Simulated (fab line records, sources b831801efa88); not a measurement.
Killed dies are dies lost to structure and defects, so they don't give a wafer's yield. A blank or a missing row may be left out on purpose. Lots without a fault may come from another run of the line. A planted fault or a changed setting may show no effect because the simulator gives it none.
One fault seen from 2 desks | flow sky130 | each desk has only its own numbers; what lay behind them comes last

THE TOOL OWNER'S DESK: pvd_sputter-02
The tool's own readings at SKY_CAP2M_SPUTTER_02 (material TiN, target thk 200 nm, time 166.7 s): means of the sampled wafers that have a number, for each lot that ran on this tool. A lot is out of limits, marked OUT, if its mean lies more than 4 standard deviations from the usual mean; the brackets give that distance.
Columns: A = cathode_dc_power_W at SKY_CAP2M_SPUTTER_02, usual 6500.0 W; B = throttle_valve_pct at SKY_CAP2M_SPUTTER_02, usual 29.9 %
lot  | first seen here | A                        | B
L351 | day 40 21:22    | 6500.4                   | 30.2
L353 | day 42 06:56    | 6499.6                   | 29.8
L357 | day 42 20:14    | 6499.3                   | 30.2
L358 | day 42 20:45    | 5915.3 (-99 or more) OUT | 29.9
L361 | day 43 18:43    | 5915.5 (-99 or more) OUT | 29.9
This desk's finding: out of limits on L358, L361; first on L358, day 42 20:45 (cathode_dc_power_W at SKY_CAP2M_SPUTTER_02). In limits: L351, L353, L357.

THE METROLOGY DESK
What the gauges read, lot by lot, whatever tool the lot ran on: means of the sampled wafers that have a number. A lot is out of limits, marked OUT, if its mean lies more than 4 standard deviations from the usual mean; the brackets give that distance.
Columns: A = VIA3_BOW at SKY_VIA3_BOW_MEAS_03, usual 80 um; B = cd_nm at SKY_VIA3_CD_MEAS_12, usual 200.0 nm; C = CAP2M_TIN_RS at SKY_CAP2M_RS_MEAS_03, usual 6.89 ohm/sq; D = CAP2M_TIN_THK at SKY_CAP2M_THK_MEAS_04, usual 199.5 nm
lot  | first seen here | A  | B     | C               | D
L349 | day 38 06:34    | 73 | 200.0 | 6.87            | 200.0
L351 | day 39 19:38    | 73 | 200.4 | 6.77            | 203.9
L353 | day 41 03:39    | 92 | 199.7 | 7.01            | 197.0
L357 | day 41 19:38    | 82 | 200.9 | 6.83            | 201.4
L358 | day 41 19:51    | 81 | 199.7 | 7.67 (+9.5) OUT | 180.7 (-8.2) OUT
L361 | day 42 18:36    | 81 | 199.9 | 7.66 (+9.3) OUT | 180.3 (-8.3) OUT
L360 | day 42 22:55    | 84 | 198.1 | 6.79            | 201.7
L368 | day 44 13:55    | 81 | 200.5 | 6.85            | 198.8
L370 | day 44 23:32    | 70 | 199.0 | 6.79            | 201.2
This desk's finding: out of limits on L358, L361; first on L358, day 42 20:52 (CAP2M_TIN_RS at SKY_CAP2M_RS_MEAS_03). In limits: L349, L351, L353, L357, L360, L368, L370.

PUT TOGETHER
The tool owner's desk could have raised an alarm at day 42 20:45, on L358, L361.
The metrology desk could have raised an alarm at day 42 20:52, on L358, L361.
Of the lots named, all ran SKY_CAP2M_SPUTTER_02 on pvd_sputter-02.

WHAT THE SIMULATOR HAD PUT IN
Process parameter drift: pvd_sputter-02, from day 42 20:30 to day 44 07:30, at SKY_CAP2M_SPUTTER_02. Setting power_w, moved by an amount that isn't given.
Lots struck among those shown: L358, L361.
Hours from the fault's start to each desk's first reading out of limits: the tool owner's desk, 0; the metrology desk, 0.
